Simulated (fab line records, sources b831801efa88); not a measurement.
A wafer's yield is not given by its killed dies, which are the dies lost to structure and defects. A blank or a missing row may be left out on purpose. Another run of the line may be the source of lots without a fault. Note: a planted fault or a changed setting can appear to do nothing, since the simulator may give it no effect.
Struck lot and sound lot, side by side | flow sky130 | 15 out of 708 route steps
Sound: wafers L163.2, L163.4, L163.5. The struck wafers were L146.3, L146.4, L146.5. Last of all comes the cause.
For every step that has rows: the tool of each side, followed by ch and its chambers, followed by its first start. Under that, the readings that differ: sound wafers | struck wafers | difference of the means | sigmas: that difference in standard deviations of wafers without a fault.
alike: readings whose means differ by less than 2 such deviations, and words and numbers that are the same on both sides. not compared: withheld readings, readings that some wafer has no value for, bounds like >300 that may hide the same value, and numbers for which the record gives no deviation and whose values overlap.
Wherever a step has rows on one side only, a row that says differs or no value, or a row with sigmas, the two part there. Non-overlapping numbers with no deviation appear without sigmas and do not part them. A reading missing from all wafers of one side parts the sides only when that side holds two or more wafers.

first, 5 steps without rows for these wafers: SKY_VIA4_COAT_06 (resist thk 1140 nm); SKY_VIA4_SOFTBAKE_07 (time 60 s); SKY_VIA4_EXPOSE_08 (exposes mask VIM4, target cd 800 nm); SKY_VIA4_PEB_09; SKY_VIA4_DEVELOP_10 (develop time 60 s).
SKY_VIA4_OVL_MEAS_11:
  sound on overlay-01 at day 47 23:28; struck on overlay-01 at day 43 15:52
  reading       | sound       | struck         | difference | sigmas
  VIA4_OVL (nm) | 2.2 2.1 1.6 | -2.2 -2.9 -4.4 | -5.1       | -3
SKY_VIA4_ETCH_12: etches SiO2 in C4F8/O2/Ar, stops on TiN, target depth 580 nm.
  sound on rie-diel-04 ch 1,3, day 47 23:29; struck on rie-diel-03 ch 0,1, day 43 15:53
  alike: chamber-pressure-mTorr, oes-product-au
SKY_VIA4_STRIP_13: strips in O2/N2.
  sound on plasma-asher-01 ch 0,1, day 47 23:34; struck on plasma-asher-04 ch 0,1, day 43 16:00
  alike: chamber-pressure-mTorr, drypump-motor-current-A, oes-product-au, strip-time-to-endpoint-s
  not compared: rf-hours-counter-h
then, 3 steps without rows for these wafers: SKY_VIA4_STRIP_14 (strips in post etch residue remover, time 1200 s); SKY_VIA4_CLEAN_15 (cleans in IPA, time 180 s); SKY_VIA4_CLEAN_16 (cleans in O3/DIW).
SKY_VIA4_SPUTTER_17: material TiN, target thk 20 nm, time 80 s.
  sound on pvd-sputter-03 at day 48 00:14; struck on pvd-sputter-01 at day 43 16:34
  alike: throttle-valve-pct
SKY_VIA4_CVD_18: deposits W, target thk 505 nm, time 152.14 s.
  sound on cvd-w-01 ch 0,1, day 48 00:17; struck on cvd-w-02 ch 0,1, day 43 16:59
  alike: heater-power-w
SKY_VIA4_RS_MEAS_19: measurement is done with a four-point probe.
  sound on film-metro-04 at day 48 00:28; struck on film-metro-03 at day 43 17:25
  reading            | sound                | struck               | difference | sigmas
  VIA4_W_RS (ohm/sq) | 0.2205 0.2215 0.2203 | 0.1124 0.1127 0.1134 | -0.1079    | -47
SKY_PAD_OPEN_PROBE_99:
  the record has rows for the sound wafers here (prober-02, day 50 08:46) and none for the struck ones

WHERE THEY PART
Last at SKY_PAD_OPEN_PROBE_99 as far as this record goes, first at SKY_VIA4_OVL_MEAS_11.

WHY: what the simulator had put in
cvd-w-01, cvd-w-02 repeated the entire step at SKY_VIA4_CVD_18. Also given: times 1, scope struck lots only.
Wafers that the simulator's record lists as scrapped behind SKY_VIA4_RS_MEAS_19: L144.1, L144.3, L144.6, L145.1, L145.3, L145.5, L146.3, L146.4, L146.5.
